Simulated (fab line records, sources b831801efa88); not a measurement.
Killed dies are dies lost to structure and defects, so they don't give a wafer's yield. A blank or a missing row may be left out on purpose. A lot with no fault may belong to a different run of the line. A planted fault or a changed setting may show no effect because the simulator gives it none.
fab line records | flow sky130
[record] lots = 11 | wafers = 33 | last_day = 50
route steps=708 shown METAL4@599 CAP2M@606 VIA4@639 PAD_OPEN@708
lots that met no fault: taken from a fault-free run of the same line
start_h: start of the lot's first displayed wafer, in hours after the record's first day | wait_h: hours since the lot's step before | " same as the row above | L1.1+2: a single row standing in for several wafers | - no value present, or no start provided | * or withheld: withheld | < > ~ a bound
route shown NAME@n: names a module that has steps shown in the file, with the first one's number in the route | usual: average and standard deviation across the fault-free wafers | same: alike in all rows | chamber/n: place in a boat | sites: per-site readings | _std_site: the standard deviation of these | _edge_site: mean of outer sites minus mean of inner sites | radius_mm: for every site, how far away it sits from the centre of the wafer | mask NAME#n: copy n | behind: tool/chamber where the wafer was last shaped | hold: reason for holding the lot/hours on hold/outcome of the hold | device: names the non-switching transistor (n, p or np) | end of line: the route-end tests of the same wafers | where a step has no rows: the recipe by itself | killed: not the wafer's yield, but the dies lost to structure and defects at the first sort | map: a wafer's dies, x killed, . not, _ none there
set.NAME: the run value of the setting; set.NAME@STEP: its run value at that earlier step | model.NAME: the simulator's own value behind a step, which no gauge read
steps of the route over a sample of lots; a table a step, a row a wafer
services: a tool's chamber out of use, with start hour (start_h, from the record's first day; less than 0 if before it), hours out, and reason
[[steps]]
[step SKY_METAL4_SPUTTER_01]
[recipe] material = TiN | target_thk_nm = 20 | power_w = 6500 | time_s = 16.7 | chamber_pressure_pa = 0.4
[usual] throttle_valve_pct = 30.0/0.89
[same] time_s = 16.7
lot.wafer | tool           | chamber | start_h | wait_h | throttle_valve_pct
L753.4    | pvd_sputter-02 | -       | 932.25  | 0.0    | 30.0
L753.5    | "              | -       | "       | "      | 28.1
L753.6    | "              | -       | "       | "      | 31.8
L754.4    | pvd_sputter-01 | -       | 940.18  | 0.0    | 29.8
L754.5    | "              | -       | "       | "      | 29.9
L754.6    | "              | -       | "       | "      | 30.1
L756.1    | pvd_sputter-03 | -       | 957.30  | 0.0    | 28.6
L756.3    | "              | -       | "       | "      | 31.1
L756.4    | "              | -       | "       | "      | 30.5
L757.3    | pvd_sputter-01 | -       | 967.28  | 0.0    | 30.8
L757.4    | "              | -       | "       | "      | 29.5
L757.6    | "              | -       | "       | "      | 29.7
L758.1    | pvd_sputter-01 | -       | 972.88  | 0.0    | 29.5
L758.2    | "              | -       | "       | "      | 30.7
L758.3    | "              | -       | "       | "      | 29.4
L760.3    | pvd_sputter-03 | -       | 983.69  | 0.0    | 28.8
L760.4    | "              | -       | "       | "      | 31.2
L760.6    | "              | -       | "       | "      | 30.7
L762.1    | pvd_sputter-03 | -       | 1007.57 | 0.0    | 29.9
L762.4    | "              | -       | "       | "      | 30.8
L762.6    | "              | -       | "       | "      | 31.0
L772.1    | pvd_sputter-01 | -       | 1067.87 | 0.0    | 29.6
L772.3    | "              | -       | "       | "      | 31.0
L772.5    | "              | -       | "       | "      | 30.2
L773.1    | pvd_sputter-03 | -       | 1070.93 | 0.0    | 30.7
L773.2    | "              | -       | "       | "      | 31.3
L773.5    | "              | -       | "       | "      | 28.6
L775.2    | pvd_sputter-01 | -       | 1091.69 | 0.0    | 31.0
L775.3    | "              | -       | "       | "      | 29.4
L775.6    | "              | -       | "       | "      | 30.2
L776.1    | pvd_sputter-02 | -       | 1099.55 | 0.0    | 30.1
L776.2    | "              | -       | "       | "      | 28.0
L776.4    | "              | -       | "       | "      | 30.1
[step SKY_CAP2M_RS_MEAS_03]
[recipe] thk_meas_gauge = four-point-probe | reads = TiN_of_CAP2M_SPUTTER_02
[usual] CAP2M_TIN_RS = 6.88/0.073
lot.wafer | tool          | chamber | start_h | wait_h | CAP2M_TIN_RS[ohm/sq]
L753.4    | film_metro-02 | -       | 932.64  | 0.1    | 6.96
L753.5    | "             | -       | "       | "      | 7.00
L753.6    | "             | -       | "       | "      | 6.98
L754.4    | film_metro-02 | -       | 940.57  | 0.1    | 6.81
L754.5    | "             | -       | "       | "      | 6.80
L754.6    | "             | -       | "       | "      | 6.78
L756.1    | film_metro-01 | -       | 957.62  | 0.1    | 6.86
L756.3    | "             | -       | "       | "      | 6.84
L756.4    | "             | -       | "       | "      | 6.91
L757.3    | film_metro-03 | -       | 967.64  | 0.1    | 6.90
L757.4    | "             | -       | "       | "      | 6.80
L757.6    | "             | -       | "       | "      | 6.73
L758.1    | film_metro-03 | -       | 973.20  | 0.1    | 6.89
L758.2    | "             | -       | "       | "      | 6.91
L758.3    | "             | -       | "       | "      | 6.95
L760.3    | film_metro-03 | -       | 984.05  | 0.1    | 6.85
L760.4    | "             | -       | "       | "      | 6.79
L760.6    | "             | -       | "       | "      | 6.80
L762.1    | film_metro-01 | -       | 1007.90 | 0.1    | 6.83
L762.4    | "             | -       | "       | "      | 6.77
L762.6    | "             | -       | "       | "      | 6.78
L772.1    | film_metro-03 | -       | 1068.19 | 0.1    | 6.85
L772.3    | "             | -       | "       | "      | 6.86
L772.5    | "             | -       | "       | "      | 6.91
L773.1    | film_metro-03 | -       | 1071.25 | 0.1    | 6.92
L773.2    | "             | -       | "       | "      | 6.88
L773.5    | "             | -       | "       | "      | 6.90
L775.2    | film_metro-03 | -       | 1092.03 | 0.1    | 6.88
L775.3    | "             | -       | "       | "      | 6.93
L775.6    | "             | -       | "       | "      | 6.93
L776.1    | film_metro-01 | -       | 1099.87 | 0.1    | 6.85
L776.2    | "             | -       | "       | "      | 6.83
L776.4    | "             | -       | "       | "      | 6.93
[step SKY_CAP2M_METAL_ETCH_13]
[recipe] target_depth_nm = 220 | stop_on = SiO2 | chemistry = Cl2/BCl3 | target = TiN | pressure_mtorr = 10 | icp_w = 900 | bias_w = 48.5 | Cl2_flow_sccm = 60 | bcl3_flow_sccm = 30 | time_s = 62.9
[usual] bias_w = 48.50/0.15 | drypump_motor_current_A = 5.9/0.45 | oes_product_au = 0.944/0.0073 | throttle_valve_pct = 21.899/0.0097
[same] time_s = 62.9
lot.wafer | tool         | chamber | start_h | wait_h | bias_w | drypump_motor_current_A | oes_product_au | rf_hours_counter_h | throttle_valve_pct
L753.4    | rie_metal-03 | 0       | 958.14  | 0.0    | 48.38  | 5.6                     | 0.934          | -                  | 21.897
L753.5    | "            | 1       | "       | "      | 48.32  | 5.8                     | 0.933          | -                  | 21.894
L753.6    | "            | 0       | "       | "      | 48.41  | 5.6                     | 0.934          | -                  | 21.899
L754.4    | rie_metal-04 | 1       | 965.47  | 0.0    | 48.65  | 6.0                     | 0.955          | -                  | 21.911
L754.5    | "            | 1       | "       | "      | 48.57  | 5.9                     | 0.956          | -                  | 21.915
L754.6    | "            | 0       | "       | "      | 48.24  | 6.6                     | 0.955          | -                  | 21.893
L756.1    | rie_metal-03 | 0       | 982.22  | 0.0    | 48.62  | 5.7                     | 0.940          | 21                 | 21.919
L756.3    | "            | 1       | "       | "      | 48.37  | 5.8                     | 0.942          | -                  | 21.890
L756.4    | "            | 0       | "       | "      | 48.82  | 5.7                     | 0.938          | -                  | 21.883
L757.3    | rie_metal-01 | 0       | 991.82  | 0.0    | 48.65  | 6.0                     | 0.936          | -                  | 21.905
L757.4    | "            | 1       | "       | "      | 48.55  | 5.1                     | 0.949          | -                  | 21.897
L757.6    | "            | 0       | "       | "      | 48.77  | 6.0                     | 0.952          | -                  | 21.903
L758.1    | rie_metal-01 | 0       | 997.62  | 0.0    | 48.51  | 6.0                     | 0.946          | 12                 | 21.899
L758.2    | "            | 1       | "       | "      | 48.39  | 5.2                     | 0.941          | 15                 | 21.905
L758.3    | "            | 1       | "       | "      | 48.27  | 5.2                     | 0.941          | -                  | 21.908
L760.3    | rie_metal-03 | 1       | 1008.29 | 0.0    | 48.56  | 5.8                     | 0.943          | -                  | 21.887
L760.4    | "            | 0       | "       | "      | 48.55  | 5.7                     | 0.948          | -                  | 21.897
L760.6    | "            | 1       | "       | "      | 48.60  | 5.8                     | 0.947          | -                  | 21.882
L762.1    | rie_metal-04 | 1       | 1030.87 | 0.0    | 48.55  | 5.9                     | 0.950          | 4                  | 21.900
L762.4    | "            | 1       | "       | "      | 48.32  | 5.9                     | 0.949          | -                  | 21.895
L762.6    | "            | 0       | "       | "      | 48.32  | 6.6                     | 0.948          | -                  | 21.889
L772.1    | rie_metal-03 | 0       | 1089.52 | 0.0    | 48.58  | 5.6                     | 0.951          | 2                  | 21.901
L772.3    | "            | 1       | "       | "      | 48.57  | 5.8                     | 0.943          | -                  | 21.906
L772.5    | "            | 0       | "       | "      | 48.61  | 5.7                     | 0.946          | -                  | 21.885
L773.1    | rie_metal-01 | 0       | 1092.52 | 0.0    | 48.16  | 6.0                     | 0.942          | 18                 | 21.899
L773.2    | "            | 1       | "       | "      | 48.70  | 5.1                     | 0.936          | 20                 | 21.891
L773.5    | "            | 0       | "       | "      | 48.19  | 6.0                     | 0.936          | -                  | 21.901
L775.2    | rie_metal-04 | 0       | 1111.84 | 0.0    | 48.28  | 6.6                     | 0.942          | 23                 | 21.908
L775.3    | "            | 0       | "       | "      | 48.62  | 6.6                     | 0.939          | -                  | 21.893
L775.6    | "            | 0       | "       | "      | 48.76  | 6.6                     | 0.940          | -                  | 21.913
L776.1    | rie_metal-03 | 0       | 1120.12 | 0.0    | 48.45  | 5.7                     | 0.934          | 4                  | 21.893
L776.2    | "            | 1       | "       | "      | 48.71  | 5.8                     | 0.946          | 13                 | 21.901
L776.4    | "            | 0       | "       | "      | 48.56  | 5.7                     | 0.935          | -                  | 21.905
[step SKY_VIA4_HDPCVD_00]
[recipe] material = SiO2 | target_thk_nm = 1750 | sigma_open_frac = 0.3 | time_s = 291.7 | temp_c = 400 | sih4_flow_sccm = 60 | pressure_mtorr = 6
[usual] run_length_s = 319.7/0.43
lot.wafer | tool      | chamber | start_h | wait_h | run_length_s
L753.4    | hdpcvd-02 | 1       | 984.91  | 0.1    | 320.2
L753.5    | "         | 2       | "       | "      | 320.6
L753.6    | "         | 0       | "       | "      | 319.7
L754.4    | hdpcvd-02 | 0       | 992.05  | 0.1    | 319.8
L754.5    | "         | 1       | "       | "      | 320.3
L754.6    | "         | 2       | "       | "      | 320.0
L756.1    | hdpcvd-01 | 2       | 1008.54 | 0.0    | 319.7
L756.3    | "         | 0       | "       | "      | 319.3
L756.4    | "         | 2       | "       | "      | 320.4
L757.3    | hdpcvd-01 | 2       | 1017.49 | 0.0    | 319.6
L757.4    | "         | 0       | "       | "      | 319.6
L757.6    | "         | 1       | "       | "      | 319.5
L758.1    | hdpcvd-01 | 0       | 1023.09 | 0.0    | 319.5
L758.2    | "         | 2       | "       | "      | 319.5
L758.3    | "         | 1       | "       | "      | 319.4
L760.3    | hdpcvd-01 | 1       | 1033.25 | 0.0    | 319.3
L760.4    | "         | 1       | "       | "      | 318.9
L760.6    | "         | 0       | "       | "      | 319.9
L762.1    | hdpcvd-02 | 1       | 1055.02 | 0.0    | 319.7
L762.4    | "         | 1       | "       | "      | 320.6
L762.6    | "         | 0       | "       | "      | 319.5
L772.1    | hdpcvd-02 | 0       | 1111.76 | 0.0    | 386.1
L772.3    | "         | 2       | "       | "      | 319.7
L772.5    | "         | 1       | "       | "      | 319.9
L773.1    | hdpcvd-02 | 2       | 1115.15 | 0.0    | 319.7
L773.2    | "         | 0       | "       | "      | 386.8
L773.5    | "         | 1       | "       | "      | 320.3
L775.2    | hdpcvd-01 | 2       | 1133.30 | 0.0    | 319.3
L775.3    | "         | 0       | "       | "      | 319.5
L775.6    | "         | 0       | "       | "      | 319.2
L776.1    | hdpcvd-01 | 1       | 1140.91 | 0.0    | 318.8
L776.2    | "         | 0       | "       | "      | 319.4
L776.4    | "         | 0       | "       | "      | 320.3
[step SKY_VIA4_THK_MEAS_01]
[recipe] reads = SiO2_of_VIA4_HDPCVD_00
[usual] VIA4_HDPCVD_THK = 1754/22
lot.wafer | tool          | chamber | start_h | wait_h | hold                     | VIA4_HDPCVD_THK[nm]
L753.4    | film_metro-01 | -       | 985.03  | 0.0    | -                        | 1741
L753.5    | "             | -       | "       | "      | -                        | 1760
L753.6    | "             | -       | "       | "      | -                        | 1744
L754.4    | film_metro-04 | -       | 992.16  | 0.0    | -                        | 1753
L754.5    | "             | -       | "       | "      | -                        | 1770
L754.6    | "             | -       | "       | "      | -                        | 1754
L756.1    | film_metro-04 | -       | 1008.75 | 0.1    | -                        | 1753
L756.3    | "             | -       | "       | "      | -                        | 1737
L756.4    | "             | -       | "       | "      | -                        | 1729
L757.3    | film_metro-01 | -       | 1017.69 | 0.1    | -                        | 1754
L757.4    | "             | -       | "       | "      | -                        | 1738
L757.6    | "             | -       | "       | "      | -                        | 1757
L758.1    | film_metro-04 | -       | 1023.26 | 0.1    | -                        | 1730
L758.2    | "             | -       | "       | "      | -                        | 1739
L758.3    | "             | -       | "       | "      | -                        | 1741
L760.3    | film_metro-04 | -       | 1033.45 | 0.1    | -                        | 1774
L760.4    | "             | -       | "       | "      | -                        | 1747
L760.6    | "             | -       | "       | "      | -                        | 1759
L762.1    | film_metro-04 | -       | 1055.20 | 0.1    | -                        | 1776
L762.4    | "             | -       | "       | "      | -                        | 1773
L762.6    | "             | -       | "       | "      | -                        | 1749
L772.1    | film_metro-04 | -       | 1111.94 | 0.1    | await_dispo/0.2h/release | 2124
L772.3    | "             | -       | "       | "      | await_dispo/0.2h/release | 1769
L772.5    | "             | -       | "       | "      | await_dispo/0.2h/release | 1750
L772.1    | film_metro-04 | -       | 1112.17 | 0.2    | -                        | 2123
L772.3    | "             | -       | "       | "      | -                        | 1767
L772.5    | "             | -       | "       | "      | -                        | 1751
L773.1    | film_metro-01 | -       | 1115.33 | 0.1    | await_dispo/0.2h/release | 1788
L773.2    | "             | -       | "       | "      | await_dispo/0.2h/release | 2147
L773.5    | "             | -       | "       | "      | await_dispo/0.2h/release | 1814
L773.1    | film_metro-01 | -       | 1115.56 | 0.2    | -                        | 1787
L773.2    | "             | -       | "       | "      | -                        | 2146
L773.5    | "             | -       | "       | "      | -                        | 1812
L775.2    | film_metro-03 | -       | 1133.48 | 0.1    | -                        | 1763
L775.3    | "             | -       | "       | "      | -                        | 1748
L775.6    | "             | -       | "       | "      | -                        | 1752
L776.1    | film_metro-01 | -       | 1141.09 | 0.1    | -                        | 1752
L776.2    | "             | -       | "       | "      | -                        | 1742
L776.4    | "             | -       | "       | "      | -                        | 1759
[step SKY_PAD_OPEN_PROBE_99]
[usual] defect_limited_yield = 82.8/2 | killed_at_M0_to_M3 = 43/6.4 | killed_at_M4_up = 3.1/2 | killed_at_contacts = 24/5.2 | killed_at_front_end = 15/4.3 | killed_at_other = 0.2/0.48 | killed_dies = 85/9.7 | killed_open = 47/6.9 | killed_short = 38/6.7 | sort_bin_3_pad_short = 0.9/0.48 | sort_bin_5_function = 10.3/1.6 | sort_bin_6_memory = 6.1/0.97 | sort_n_pass = 407/9.7 | sort_yield_pct = 82.8/2
[same] gross_dies = 492 | killed_at_back_side = 0 | sort_bin_4_leakage[%] = 0 | sort_bin_8_speed[%] = 0
lot.wafer | tool      | chamber | start_h | wait_h | defect_limited_yield[%] | killed_at_M0_to_M3 | killed_at_M4_up | killed_at_contacts | killed_at_front_end | killed_at_other | killed_dies | killed_open | killed_short | sort_bin_3_pad_short[%] | sort_bin_5_function[%] | sort_bin_6_memory[%] | sort_n_pass | sort_yield_pct[%]
L757.6    | prober-02 | -       | 1110.40 | 0.2    | 81.3                    | 44                 | 0               | 25                 | 23                  | 0               | 92          | 53          | 39           | 1.8                     | 10.4                   | 6.5                  | 400         | 81.3
// killed by level:class
L757.6 VIA1:geometric_particle:open=10 POLY_GATE:geometric_particle:open=7 LOCAL_INTERCONNECT:geometric_particle:short=7 CONTACT:geometric_particle:open=7 LI_CONTACT:geometric_particle:open=5 VIA2:geometric_particle:open=5 VIA3:geometric_particle:open=5 FIELD_ISO:geometric_particle:short=4
[[services]]
tool           | chamber | start_h | hours | kind
pvd_sputter-02 | -       | 937.49  | 1.6   | repair
hdpcvd-01      | -       | 950.25  | 15.0  | pm
hdpcvd-01      | 0       | 950.25  | 15.0  | vent_cycle
hdpcvd-01      | 1       | 950.25  | 15.0  | vent_cycle
hdpcvd-01      | 2       | 950.25  | 15.0  | vent_cycle
hdpcvd-01      | 0       | 965.25  | -     | clean
hdpcvd-01      | 1       | 965.25  | -     | clean
hdpcvd-01      | 2       | 965.25  | -     | clean
hdpcvd-02      | -       | 978.59  | 0.5   | repair
pvd_sputter-03 | -       | 997.27  | 1.2   | repair
pvd_sputter-01 | -       | 1000.03 | 7.2   | repair
rie_metal-03   | -       | 1008.56 | 14.6  | pm
rie_metal-01   | -       | 1012.74 | 2.8   | pm
rie_metal-03   | 0       | 1035.86 | -     | clean
rie_metal-03   | 0       | 1035.86 | 23.7  | scheduled_down
rie_metal-03   | 0       | 1035.86 | 23.7  | vent_cycle
pvd_sputter-02 | -       | 1043.53 | 17.0  | repair
rie_metal-03   | -       | 1044.14 | 2.8   | pm
hdpcvd-01      | -       | 1046.98 | 2.8   | pm
pvd_sputter-01 | 2       | 1048.27 | -     | consumable_replace:kit
pvd_sputter-01 | 2       | 1048.27 | 18.0  | scheduled_down
pvd_sputter-02 | -       | 1080.21 | 1.8   | repair
rie_metal-01   | -       | 1107.63 | 0.5   | repair
pvd_sputter-02 | -       | 1115.63 | 2.2   | repair
[[key]]
[first_sign] step = SKY_VIA4_HDPCVD_00 | reading = run_length_s | direction = up | sigmas = 99+ | usual = * | struck = *
[effect] step = SKY_VIA4_THK_MEAS_01 | reading = visit | direction = added
[effect] step = SKY_VIA4_THK_MEAS_01 | reading = VIA4_HDPCVD_THK | direction = up | sigmas = 18 | usual = 1754 | struck = 2135
met_at SKY_VIA4_HDPCVD_00
struck_lots L772,L773
struck_wafers L772.1,L773.2
not_acting_at SKY_METAL4_SPUTTER_01,SKY_CAP2M_RS_MEAS_03,SKY_CAP2M_METAL_ETCH_13
onset_between 1055.02 1111.76
[fault] kind = process_parameter_drift | tool = hdpcvd-02 | chamber = 0 | onset_h = 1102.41 | steps = SKY_VIA4_HDPCVD_00 | channel = time_s | offset = * | shape = step | end_h = 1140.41 | acts_in = * | stated = *
